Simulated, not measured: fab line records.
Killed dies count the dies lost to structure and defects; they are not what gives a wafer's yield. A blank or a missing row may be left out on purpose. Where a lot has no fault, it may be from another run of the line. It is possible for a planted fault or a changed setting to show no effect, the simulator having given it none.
Chamber matching ; flow sfqLine ; SFQ_TRILAYER_I0_CMP_CMP_028 on cmp-02: 4 sister chambers
The step polishes SiO2. 4 wafers are shown with their chamber, then 8 later ones without.

== EACH WAFER AND ITS CHAMBER ==
wafer;chamber;motorCurrentA (A)
L809.3;1;12.0
L809.4;3;11.5
L809.5;2;10.3
L812.2;0;10.8

== WAFERS WITHOUT THEIR CHAMBER ==
wafer;motorCurrentA (A)
L812.3;11.7
L812.5;11.3
L813.2;11.5
L813.4;10.3
L813.5;11.5
L814.1;11.3
L814.4;11.2
L814.6;10.9

== WHICH CHAMBER EACH WENT THROUGH ==
wafer;from the rows above;in truth
L812.3;can't be placed: 3 or 1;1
L812.5;can't be placed: 3 or 0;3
L813.2;3;3
L813.4;2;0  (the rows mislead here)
L813.5;3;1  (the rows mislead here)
L814.1;can't be placed: 3 or 0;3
L814.4;can't be placed: 3 or 0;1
L814.6;0;0
Correctly placed: 2 of 8. From these rows, 4 cannot be placed; in 3 the true chamber is one of the candidates. 2 placed wrongly.
How it was worked out, from the rows above alone: a wafer's distance from a chamber is the root of the sum, over the readings, of the square of ((its reading less the chamber's mean) divided by the reading's scatter). The wafer belongs to the nearest chamber; if the next one is less than 2 further off, it can't be placed. The mean given for a chamber averages the wafers shown for that chamber. The scatter: with one shown wafer a chamber, the root of the mean of the squares of how far each hidden wafer lies from its nearest shown one.
